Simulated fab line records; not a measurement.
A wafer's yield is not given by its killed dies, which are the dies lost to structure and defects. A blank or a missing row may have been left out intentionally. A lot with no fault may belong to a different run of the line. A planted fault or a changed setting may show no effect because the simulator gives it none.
Problem report, 8D (eight disciplines) form, completed by code || flow sky130 || the parts of the form that need people (team, actions taken, sign-off) are left out

## 1. THE ISSUE
Wafers free of any fault read 564 nm (standard deviation 5.3) for CONTACT_HDPCVD_THK at SKY_CONTACT_THK_MEAS_03, against a mean of 414 nm on 6 wafers of 2 lots. Measured from the usual mean, that is -28 standard deviations.
Seen first at day 32 17:53 on filmMetro-03, wafer L355.2. At this step, 42 wafers from 14 lots have a number in the record. Rule for "out" (also "out of limits"): further than 4 standard deviations from the usual mean. All remaining wafers that have a number are taken as sound.

## 2. WHAT IT IS, AND WHAT IT ISN'T
{"question": "which readings at this step", "is": "CONTACT_HDPCVD_THK", "is not": "-"}
{"question": "which lots", "is": "L355, L356", "is not": "L348, L349, L350, L352, L357, L365, L366, L367, L368, L369, L370, L371"}
{"question": "which wafers of those lots", "is": "all that have a number", "is not": "-"}
{"question": "read on which gauges", "is": "filmMetro-03, filmMetro-04", "is not": "filmMetro-01"}
{"question": "when", "is": "from day 32 17:53", "is not": "up to then (12 sound wafers); but 24 sound wafers of L357, L365, L366, L367, L368, L369, L370, L371 came after"}

## 3. THE SUSPECTS, EACH WITH WHAT RULES IT OUT
Counting: a tool at a process step up to the reading stays a suspect if it ran every lot that is out and no sound lot after the first of them.
- the gauge at SKY_CONTACT_THK_MEAS_03: ruled out. Those wafers that are out were read across 2 gauges (filmMetro-03, filmMetro-04).
- hdpcvd-01 at SKY_CONTACT_HDPCVD_02 (deposits SiO2, target thk 565 nm, time 94.2 s): ruled out as a lasting fault. Following L355 (day 32 17:48), the first lot on it that is out, the sound lots L365, L370 were run on it.
Left after counting: nothing in the record.

## 4. THE CAUSE (what the simulator had put in)
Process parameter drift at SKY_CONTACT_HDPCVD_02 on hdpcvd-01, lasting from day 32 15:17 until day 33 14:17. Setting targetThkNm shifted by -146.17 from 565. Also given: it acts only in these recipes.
It was ruled out by counting, in error; the rule expects a fault to strike all lots run on its tool from its start on, and this fault did not.

## 5. THE EFFECT CHAIN, in route order
Each row: a reading where the mean over the struck wafers with a number is more than 3 standard deviations away from the usual. Readings are gone through only where the record gives a usual standard deviation; hours: the median, over the lots, of the time from a lot's start at the first step in this table giving one to that lot's start at this step; sigmas: the change measured in usual standard deviations.
{"hours": 0, "step": "SKY_CONTACT_THK_MEAS_03", "reading": "CONTACT_HDPCVD_THK", "usual": "564 nm", "on struck wafers": 414, "change": -150, "sigmas": -28}
{"hours": 0, "step": "SKY_CONTACT_CMP_04", "reading": "timeToEndpointS", "usual": "83 s", "on struck wafers": 28, "change": -56, "sigmas": -11}
Its process steps:
- SKY_CONTACT_CMP_04: polishes SiO2.

## 6. HOW IT WOULD HAVE BEEN CAUGHT EARLIER
3 hours passed between the start of the fault at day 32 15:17 and the first reading out of limits at a measuring or inspecting step in this record, taken at day 32 17:53.
